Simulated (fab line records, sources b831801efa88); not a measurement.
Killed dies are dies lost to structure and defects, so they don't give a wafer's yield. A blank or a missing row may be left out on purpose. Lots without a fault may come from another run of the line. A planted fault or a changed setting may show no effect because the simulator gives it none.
fab line records | flow sky130 | part 1 of 2: steps 1 to 42 of 43
record lots=6 wafers=18 last_day=50
route steps=708 shown SPACER@306 POLY_CUT@307 SD_P@320 RES_XHIGH@332 SD_N@342 PAD_OPEN@708
lots that met no fault: from a run of the same line without faults
start_h: hours from the record's first day to the start of the lot's first wafer shown | wait_h: hours since the lot's step before | " the same as in the row above | L1.1+2: a row that stands for several wafers | - no value, or no start given | * or withheld: withheld | < > ~ a bound
route shown NAME@n: a module of which the file shows steps, and the number in the route of the first | usual: mean/standard deviation of fault-free wafers | same: alike in all rows | chamber/n: place in a boat | sites: the reading at each site | _std_site: their standard deviation | _edge_site: outer sites' mean less inner sites' | radius_mm: how far each site lies from the wafer's centre | mask NAME#n: copy n | behind: the tool/chamber that last shaped the wafer | hold: why the lot was held/for how many hours/how that ended | device: the transistor (n, p or np) that didn't switch | end of line: the same wafers' tests at the end of the route | a step without rows: its recipe alone | killed: dies lost to structure and defects at the first sort, not the wafer's yield | map: a wafer's dies, x killed, . not, _ none there
set.NAME: the setting as run; set.NAME@STEP: as run at that earlier step | model.NAME: the simulator's own value behind a step, which no gauge read
lots at some steps of the route; a table a step, a row a wafer
services: from which hour (start_h, from the record's first day; less than 0 if before it) a tool's chamber was out of use, for how many hours, and why
## steps
# step SKY_SPACER_ETCHBACK_02
# recipe chemistry=CH3F/O2 target=Si3N4 stop_on=SiO2 source_w=400 bias_w=80 pressure_mtorr=25 ch3f_flow_sccm=40 O2_flow_sccm=30 time_s=46.7 target_depth_a=450
# usual bias_w=79.99/0.25 chamber_pressure_mTorr=25.001/0.022 drypump_motor_current_A=5.6/0.57 oes_product_au=0.853/0.0067 throttle_valve_pct=10.561/0.0086
# columns lot.wafer tool chamber start_h wait_h bias_w chamber_pressure_mTorr drypump_motor_current_A oes_product_au rf_hours_counter_h throttle_valve_pct
L328.1 rie_diel-03 2 537.57 0.1 80.46 25.034 4.6 0.848 10 10.559
L328.2 " 3 " " 79.62 24.999 5.8 0.857 14 10.564
L328.6 " 0 " " 80.22 24.996 5.9 0.845 - 10.567
L331.3 rie_diel-04 1 567.44 0.0 80.17 24.967 6.5 0.849 71 10.565
L331.5 " 1 " " 79.85 25.016 6.5 0.856 - 10.553
L331.6 " 2 " " 80.59 24.967 5.7 0.863 - 10.547
L334.1 rie_diel-03 2 595.30 0.1 80.14 25.015 4.6 0.852 11 10.561
L334.4 " 1 " " 80.09 24.983 5.6 0.850 - 10.570
L334.6 " 0 " " 79.74 25.008 5.9 0.859 - 10.561
L341.4 rie_diel-02 1 656.56 0.0 79.91 24.974 5.1 0.853 43 10.565
L341.5 " 0 " " 80.32 25.019 5.0 0.849 - 10.561
L341.6 " 1 " " 79.84 24.997 5.1 0.852 - 10.553
L344.2 rie_diel-03 1 675.34 0.0 80.04 24.990 5.6 0.858 19 10.557
L344.4 " 0 " " 79.78 24.967 5.9 0.862 22 10.552
L344.5 " 1 " " 80.11 24.973 5.6 0.852 - 10.565
L349.1 rie_diel-04 1 708.74 0.1 79.55 24.962 6.5 0.847 1 10.556
L349.4 " 2 " " 80.06 24.989 5.7 0.855 6 10.558
L349.5 " 2 " " 80.27 25.012 5.7 0.857 - 10.564
# step SKY_POLY_CUT_DEHYDRATE_00
# recipe temp_c=200 time_s=60
# step SKY_POLY_CUT_HMDS_01
# recipe prime_time_s=60 prime_temp_c=120
# step SKY_POLY_CUT_COAT_02
# recipe resist=BARC temp_c=withheld time_s=withheld spin_rpm=3000 resist_thk_nm=60
# step SKY_POLY_CUT_COAT_03
# recipe resist=KrF-thick spin_rpm=3000 resist_thk_nm=450
# step SKY_POLY_CUT_SOFTBAKE_04
# recipe temp_c=99.59 time_s=90 resist=KrF-thick
# step SKY_POLY_CUT_EXPOSE_05
# recipe mask_id=NPCM na=0.8 source_shape=annular sigma_inner=0.55 sigma_outer=0.85 target_cd_nm=270 dose_mj=32
# step SKY_POLY_CUT_PEB_06
# recipe peb_temp_c=withheld peb_time_s=withheld resist=KrF-thick
# step SKY_POLY_CUT_DEVELOP_07
# recipe develop_time_s=60 resist=KrF-thick dev_temp_c=21
# step SKY_POLY_CUT_CD_MEAS_08
# recipe target_cd_nm=270
# usual cd_nm=270.0/1.6
# columns lot.wafer tool chamber start_h wait_h cd_nm
L328.1 cd_sem-01 - 567.73 - 269.3
L328.2 " - " " 269.7
L328.6 " - " " 267.6
L331.3 cd_sem-02 - 596.74 - 269.7
L331.5 " - " " 268.4
L331.6 " - " " 270.2
L334.1 cd_sem-01 - 624.70 - 268.5
L334.4 " - " " 267.2
L334.6 " - " " 268.4
L341.4 cd_sem-01 - 684.94 - 272.5
L341.5 " - " " 272.6
L341.6 " - " " 271.9
L344.2 cd_sem-01 - 703.62 - 269.6
L344.4 " - " " 268.3
L344.5 " - " " 269.4
L349.1 cd_sem-01 - 736.72 - 270.0
L349.4 " - " " 269.5
L349.5 " - " " 269.8
# step SKY_POLY_CUT_OVL_MEAS_09
# usual POLY_CUT_OVL=-4/6.3
# columns lot.wafer tool chamber start_h wait_h POLY_CUT_OVL[nm]
L328.1 overlay-01 - 567.85 0.1 -6
L328.2 " - " " -10
L328.6 " - " " -7
L331.3 overlay-02 - 596.83 0.1 -9
L331.5 " - " " -12
L331.6 " - " " -5
L334.1 overlay-01 - 624.82 0.1 -2
L334.4 " - " " -10
L334.6 " - " " -8
L341.4 overlay-01 - 685.02 0.1 -5
L341.5 " - " " -7
L341.6 " - " " -13
L344.2 overlay-01 - 703.72 0.1 0
L344.4 " - " " -3
L344.5 " - " " 4
L349.1 overlay-01 - 736.84 0.1 -2
L349.4 " - " " 4
L349.5 " - " " -2
# step SKY_POLY_CUT_ETCH_10
# recipe chemistry=N2/H2 target=BARC ion_energy_ev=200 source_w=500 bias_w=100 pressure_mtorr=30 n2_flow_sccm=100 h2_flow_sccm=200 stop_on=SiO2 time_s=45.9 target_depth_a=600
# usual bias_w=100.06/0.29 chamber_pressure_mTorr=30.001/0.027 drypump_motor_current_A=5.7/0.42 n2_flow_sccm=100.0/0.33 oes_product_au=0.853/0.0044 throttle_valve_pct=13.226/0.0098
# columns lot.wafer tool chamber start_h wait_h bias_w chamber_pressure_mTorr drypump_motor_current_A n2_flow_sccm oes_product_au rf_hours_counter_h throttle_valve_pct
L328.1 rie_diel-03 1 567.89 0.0 100.09 29.990 5.6 99.0 0.853 16 13.244
L328.2 " 3 " " 99.94 29.968 5.8 99.8 0.851 15 13.234
L328.6 " 1 " " 100.13 30.035 5.6 100.2 0.854 - 13.229
L331.3 rie_diel-04 3 596.86 0.0 99.70 30.017 5.7 99.9 0.855 6 13.227
L331.5 " 3 " " 100.02 29.968 5.7 100.2 0.854 - 13.215
L331.6 " 2 " " 100.18 30.004 5.7 100.1 0.860 - 13.242
L334.1 rie_diel-01 0 624.86 0.0 100.19 30.015 6.0 100.1 0.853 16 13.226
L334.4 " 3 " " 100.26 29.973 5.6 100.2 0.851 7 13.230
L334.6 " 3 " " 100.31 30.023 5.6 100.2 0.856 - 13.233
L341.4 rie_diel-03 2 685.04 0.0 99.77 30.003 4.6 100.4 0.851 14 13.225
L341.5 " 1 " " 99.88 30.009 5.6 99.7 0.852 - 13.224
L341.6 " 2 " " 99.68 30.018 4.6 100.1 0.853 - 13.219
L344.2 rie_diel-03 0 703.75 0.0 100.11 29.967 5.9 100.2 0.848 22 13.230
L344.4 " 3 " " 100.36 30.009 5.9 100.1 0.848 17 13.232
L344.5 " 3 " " 99.68 29.996 5.8 99.4 0.849 - 13.216
L349.1 rie_diel-01 0 736.88 0.0 100.70 30.017 6.0 100.2 0.859 19 13.209
L349.4 " 1 " " 99.81 29.977 5.7 99.8 0.848 6 13.234
L349.5 " 1 " " 99.78 30.026 5.7 100.5 0.858 - 13.217
# step SKY_POLY_CUT_ETCH_11
# recipe target=Si3N4 chemistry=CF4/CH2F2/Ar stop_on=poly-Si source_w=600 bias_w=150 pressure_mtorr=40 cf4_flow_sccm=40 ch2f2_flow_sccm=20 Ar_flow_sccm=150 time_s=42.5 target_depth_a=600
# usual bias_w=150.0/0.48 chamber_pressure_mTorr=40.00/0.036 drypump_motor_current_A=5.7/0.42 oes_product_au=0.830/0.0065 throttle_valve_pct=14.994/0.0089
# columns lot.wafer tool chamber start_h wait_h bias_w chamber_pressure_mTorr drypump_motor_current_A oes_product_au rf_hours_counter_h throttle_valve_pct
L328.1 rie_diel-03 1 567.93 0.0 150.5 40.02 5.6 0.839 16 14.992
L328.2 " 3 " " 149.9 40.01 5.8 0.829 15 14.994
L328.6 " 1 " " 150.0 39.99 5.6 0.834 - 14.991
L331.3 rie_diel-04 3 596.90 0.0 150.0 40.00 5.7 0.840 6 15.003
L331.5 " 3 " " 149.9 40.02 5.7 0.830 - 14.995
L331.6 " 2 " " 149.9 39.96 5.7 0.831 - 14.996
L334.1 rie_diel-01 0 624.90 0.0 149.8 39.98 6.0 0.824 16 14.994
L334.4 " 3 " " 150.3 39.99 5.5 0.835 7 14.973
L334.6 " 3 " " 149.9 40.01 5.5 0.826 - 14.993
L341.4 rie_diel-03 2 685.08 0.0 149.9 39.95 4.6 0.844 14 14.990
L341.5 " 1 " " 149.4 39.97 5.6 0.838 - 14.998
L341.6 " 2 " " 149.5 39.98 4.6 0.848 - 14.995
L344.2 rie_diel-03 0 703.79 0.0 150.2 40.05 5.9 0.830 22 15.006
L344.4 " 3 " " 150.6 40.02 5.8 0.827 17 14.998
L344.5 " 3 " " 150.3 39.98 5.8 0.832 - 14.984
L349.1 rie_diel-01 0 736.92 0.0 149.3 39.95 6.0 0.828 19 14.988
L349.4 " 1 " " 149.8 39.99 5.7 0.838 6 14.988
L349.5 " 1 " " 150.6 40.01 5.7 0.834 - 14.999
# step SKY_POLY_CUT_STRIP_12
# recipe chemistry=O2/N2 power_w=1400 pressure_mtorr=1500 platen_temp_c=withheld o2_flow_sccm=3000 n2_flow_sccm=300 overash_fraction=0.5
# usual chamber_pressure_mTorr=1500.1/1.4 drypump_motor_current_A=5.8/0.59 n2_flow_sccm=299.9/0.93 oes_product_au=0.451/0.0046 strip_time_to_endpoint_s=5.354/0.015
# columns lot.wafer tool chamber start_h wait_h chamber_pressure_mTorr drypump_motor_current_A n2_flow_sccm oes_product_au rf_hours_counter_h strip_time_to_endpoint_s
L328.1 plasma_asher-03 0 567.97 0.0 1498.5 5.7 298.5 0.454 16 5.344
L328.2 " 1 " " 1502.8 6.8 299.6 0.453 16 5.335
L328.6 " 0 " " 1501.6 5.8 300.5 0.445 - 5.366
L331.3 plasma_asher-02 1 596.97 0.1 1501.4 6.2 301.1 0.448 - 5.354
L331.5 " 0 " " 1499.6 6.3 300.5 0.455 - 5.357
L331.6 " 1 " " 1501.7 6.2 301.5 0.444 - 5.372
L334.1 plasma_asher-02 0 624.94 0.0 1498.8 6.3 301.5 0.456 81 5.377
L334.4 " 0 " " 1501.9 6.3 300.2 0.459 - 5.344
L334.6 " 0 " " 1502.1 6.3 300.4 0.451 - 5.366
L341.4 plasma_asher-02 0 685.15 0.1 1500.2 6.3 299.9 0.457 - 5.366
L341.5 " 0 " " 1498.3 6.3 300.5 0.451 - 5.352
L341.6 " 1 " " 1500.7 6.2 299.3 0.454 - 5.366
L344.2 plasma_asher-02 0 703.83 0.0 1501.5 6.3 300.0 0.451 88 5.341
L344.4 " 0 " " 1497.5 6.3 299.3 0.449 - 5.369
L344.5 " 1 " " 1500.4 6.2 298.5 0.447 - 5.343
L349.1 plasma_asher-04 0 736.96 0.0 1500.2 5.0 299.4 0.445 64 5.345
L349.4 " 1 " " 1499.8 5.4 298.6 0.452 - 5.352
L349.5 " 0 " " 1500.2 5.0 299.2 0.453 - 5.350
# step SKY_SD_P_DEHYDRATE_00
# recipe temp_c=200 time_s=60
# step SKY_SD_P_HMDS_01
# recipe prime_time_s=60 prime_temp_c=120
# step SKY_SD_P_COAT_02
# recipe resist=NOVOLAK spin_rpm=3000 resist_thk_nm=1140
# step SKY_SD_P_SOFTBAKE_03
# recipe temp_c=90 time_s=60 resist=NOVOLAK
# step SKY_SD_P_EXPOSE_04
# recipe mask_id=PSDM na=0.6 source_shape=conventional sigma_outer=0.6 polarization=unpolarized target_cd_nm=380 dose_mj=138
# step SKY_SD_P_PEB_05
# recipe temp_c=withheld time_s=* resist=NOVOLAK
# step SKY_SD_P_DEVELOP_06
# recipe resist=NOVOLAK developer=TMAH develop_time_s=60 dev_temp_c=23
# step SKY_SD_P_CD_MEAS_07
# recipe target_cd_nm=380
# usual cd_nm=380.3/2.3
# columns lot.wafer tool chamber start_h wait_h cd_nm
L328.1 cd_sem-02 - 597.18 0.1 381.2
L328.2 " - " " 379.8
L328.6 " - " " 380.4
L331.3 cd_sem-01 - 626.24 0.1 382.2
L331.5 " - " " 383.2
L331.6 " - " " 384.4
L334.1 cd_sem-01 - 653.58 0.1 381.2
L334.4 " - " " 384.0
L334.6 " - " " 383.5
L341.4 cd_sem-01 - 712.53 0.2 378.9
L341.5 " - " " 380.2
L341.6 " - " " 382.3
L344.2 cd_sem-01 - 731.85 0.1 380.7
L344.4 " - " " 378.7
L344.5 " - " " 380.8
L349.1 cd_sem-02 - 764.13 0.1 380.9
L349.4 " - " " 381.0
L349.5 " - " " 379.0
# step SKY_SD_P_OVL_MEAS_08
# usual SD_P_OVL=0.3/1.4
# columns lot.wafer tool chamber start_h wait_h SD_P_OVL[nm]
L328.1 overlay-02 - 597.30 0.1 -0.4
L328.2 " - " " -0.1
L328.6 " - " " -0.6
L331.3 overlay-01 - 626.33 0.1 1.4
L331.5 " - " " 0.7
L331.6 " - " " 1.6
L334.1 overlay-02 - 653.70 0.1 0.5
L334.4 " - " " 1.0
L334.6 " - " " 0.3
L341.4 overlay-01 - 712.61 0.1 0.9
L341.5 " - " " 1.2
L341.6 " - " " -0.5
L344.2 overlay-02 - 731.96 0.1 -2.2
L344.4 " - " " -2.4
L344.5 " - " " -2.6
L349.1 overlay-01 - 764.25 0.1 -1.2
L349.4 " - " " 1.7
L349.5 " - " " -1.2
# step SKY_SD_P_IMPLANT_09
# recipe species=BF2 energy_kev=20 dose_cm2=3e+15 tilt_deg=0
# step SKY_SD_P_STRIP_10
# recipe chemistry=O2/N2 power_w=1400 pressure_mtorr=1500 platen_temp_c=withheld o2_flow_sccm=3000 n2_flow_sccm=300 overash_fraction=0.5
# usual chamber_pressure_mTorr=1499.8/1.4 drypump_motor_current_A=6.0/0.61 n2_flow_sccm=299.9/0.91 oes_product_au=0.618/0.0049 strip_time_to_endpoint_s=17.49/0.037
# columns lot.wafer tool chamber start_h wait_h chamber_pressure_mTorr drypump_motor_current_A n2_flow_sccm oes_product_au rf_hours_counter_h strip_time_to_endpoint_s
L328.1 plasma_asher-04 1 597.55 0.2 1500.2 5.4 299.6 0.624 50 17.46
L328.2 " 0 " " 1499.7 5.0 300.3 0.609 50 17.54
L328.6 " 1 " " 1500.4 5.4 299.1 0.607 - 17.51
L331.3 plasma_asher-04 0 626.54 0.1 1497.0 5.0 297.9 0.623 - 17.46
L331.5 " 1 " " 1500.4 5.4 299.7 0.623 - 17.48
L331.6 " 0 " " 1497.8 5.0 298.1 0.623 - 17.50
L334.1 plasma_asher-01 1 653.89 0.1 1497.9 6.2 299.5 0.623 91 17.48
L334.4 " 1 " " 1500.9 6.2 298.9 0.618 - 17.52
L334.6 " 0 " " 1499.8 5.5 300.3 0.616 - 17.52
L341.4 plasma_asher-01 0 712.81 0.1 1497.9 5.5 300.1 0.620 - 17.50
L341.5 " 0 " " 1501.9 5.4 298.4 0.612 - 17.51
L341.6 " 1 " " 1499.7 6.2 301.0 0.613 - 17.51
L344.2 plasma_asher-04 1 732.14 0.1 1501.3 5.4 301.0 0.616 63 17.49
L344.4 " 1 " " 1501.1 5.4 300.2 0.617 - 17.47
L344.5 " 1 " " 1500.8 5.4 299.3 0.620 - 17.51
L349.1 plasma_asher-01 1 764.44 0.1 1500.4 6.3 298.4 0.623 2 17.51
L349.4 " 0 " " 1500.8 5.4 300.1 0.618 - 17.47
L349.5 " 1 " " 1500.5 6.3 298.2 0.614 - 17.52
# step SKY_SD_P_TW_MEAS_11
# usual SD_P_TW=2802/17
# columns lot.wafer tool chamber start_h wait_h SD_P_TW
L328.1 film_metro-02 - 597.65 0.1 2831
L328.2 " - " " 2815
L328.6 " - " " 2809
L331.3 film_metro-04 - 626.63 0.1 2799
L331.5 " - " " 2801
L331.6 " - " " 2800
L334.1 film_metro-01 - 653.99 0.1 2796
L334.4 " - " " 2795
L334.6 " - " " 2808
L341.4 film_metro-04 - 712.91 0.1 2809
L341.5 " - " " 2795
L341.6 " - " " 2816
L344.2 film_metro-04 - 732.25 0.1 2780
L344.4 " - " " 2779
L344.5 " - " " 2758
L349.1 film_metro-04 - 764.54 0.1 2796
L349.4 " - " " 2802
L349.5 " - " " 2802
# step SKY_RES_XHIGH_DEHYDRATE_00
# recipe temp_c=200 time_s=60
# step SKY_RES_XHIGH_HMDS_01
# recipe prime_time_s=60 prime_temp_c=120
# step SKY_RES_XHIGH_COAT_02
# recipe resist=NOVOLAK spin_rpm=3000 resist_thk_nm=1140
# step SKY_RES_XHIGH_SOFTBAKE_03
# recipe temp_c=89.26 time_s=60 resist=NOVOLAK
# step SKY_RES_XHIGH_EXPOSE_04
# recipe mask_id=URPM na=0.6 source_shape=conventional sigma_outer=0.6 polarization=unpolarized target_cd_nm=1270 dose_mj=140
# step SKY_RES_XHIGH_PEB_05
# recipe temp_c=withheld time_s=* resist=NOVOLAK
# step SKY_RES_XHIGH_DEVELOP_06
# recipe resist=NOVOLAK developer=TMAH develop_time_s=60 dev_temp_c=23
# step SKY_RES_XHIGH_IMPLANT_07
# recipe species=BF2 energy_kev=20 dose_cm2=3.6e+14 tilt_deg=0
# step SKY_RES_XHIGH_STRIP_08
# recipe chemistry=O2/N2 power_w=1400 pressure_mtorr=1500 platen_temp_c=withheld o2_flow_sccm=3000 n2_flow_sccm=300 overash_fraction=0.5
# usual chamber_pressure_mTorr=1499.9/1.3 drypump_motor_current_A=5.8/0.47 n2_flow_sccm=300.0/0.9 oes_product_au=0.711/0.0042 strip_time_to_endpoint_s=14.30/0.031
# columns lot.wafer tool chamber start_h wait_h chamber_pressure_mTorr drypump_motor_current_A n2_flow_sccm oes_product_au rf_hours_counter_h strip_time_to_endpoint_s
L328.1 plasma_asher-01 0 627.30 0.1 1502.2 5.4 298.9 0.704 89 14.30
L328.2 " 1 " " 1499.3 6.2 299.3 0.712 89 14.31
L328.6 " 1 " " 1499.2 6.3 299.9 0.716 - 14.26
L331.3 plasma_asher-04 1 655.88 0.1 1499.9 5.4 299.3 0.710 - 14.34
L331.5 " 0 " " 1500.6 5.0 299.2 0.707 - 14.32
L331.6 " 1 " " 1500.4 5.4 298.9 0.710 - 14.32
L334.1 plasma_asher-01 0 681.56 0.1 1499.8 5.5 299.0 0.715 94 14.32
L334.4 " 1 " " 1500.6 6.2 298.8 0.716 - 14.30
L334.6 " 0 " " 1501.6 5.5 300.4 0.708 - 14.24
L341.4 plasma_asher-02 1 739.93 0.1 1501.6 6.2 300.4 0.711 - 14.35
L341.5 " 1 " " 1500.7 6.2 299.9 0.715 - 14.30
L341.6 " 0 " " 1501.7 6.3 300.0 0.715 - 14.36
L344.2 plasma_asher-01 1 758.56 0.1 1498.8 6.3 299.9 0.714 2 14.32
L344.4 " 1 " " 1500.7 6.3 300.3 0.713 - 14.27
L344.5 " 1 " " 1499.2 6.3 300.1 0.711 - 14.31
L349.1 plasma_asher-04 1 790.70 0.1 1498.3 5.4 299.4 0.712 69 14.36
L349.4 " 0 " " 1500.7 5.0 300.0 0.715 - 14.33
L349.5 " 0 " " 1500.1 5.0 298.5 0.707 - 14.35
# step SKY_RES_XHIGH_TW_MEAS_09
# usual RES_XHIGH_TW=1628/12
# columns lot.wafer tool chamber start_h wait_h RES_XHIGH_TW
L328.1 film_metro-04 - 627.40 0.1 1625
L328.2 " - " " 1619
L328.6 " - " " 1630
L331.3 film_metro-01 - 655.97 0.1 1623
L331.5 " - " " 1623
L331.6 " - " " 1630
L334.1 film_metro-01 - 681.66 0.1 1615
L334.4 " - " " 1606
L334.6 " - " " 1603
L341.4 film_metro-02 - 740.03 0.1 1647
L341.5 " - " " 1633
L341.6 " - " " 1634
L344.2 film_metro-04 - 758.67 0.1 1626
L344.4 " - " " 1614
L344.5 " - " " 1621
L349.1 film_metro-02 - 790.80 0.1 1629
L349.4 " - " " 1642
L349.5 " - " " 1644
# step SKY_SD_N_DEHYDRATE_00
# recipe temp_c=200 time_s=60
# step SKY_SD_N_HMDS_01
# recipe prime_time_s=60 prime_temp_c=120
# step SKY_SD_N_COAT_02
# recipe resist=NOVOLAK spin_rpm=3000 resist_thk_nm=1140
# step SKY_SD_N_SOFTBAKE_03
# recipe temp_c=90 time_s=60 resist=NOVOLAK
# step SKY_SD_N_EXPOSE_04
# recipe mask_id=NSDM na=0.6 source_shape=conventional sigma_outer=0.6 polarization=unpolarized target_cd_nm=380 dose_mj=141
# step SKY_SD_N_PEB_05
# recipe temp_c=withheld time_s=* resist=NOVOLAK
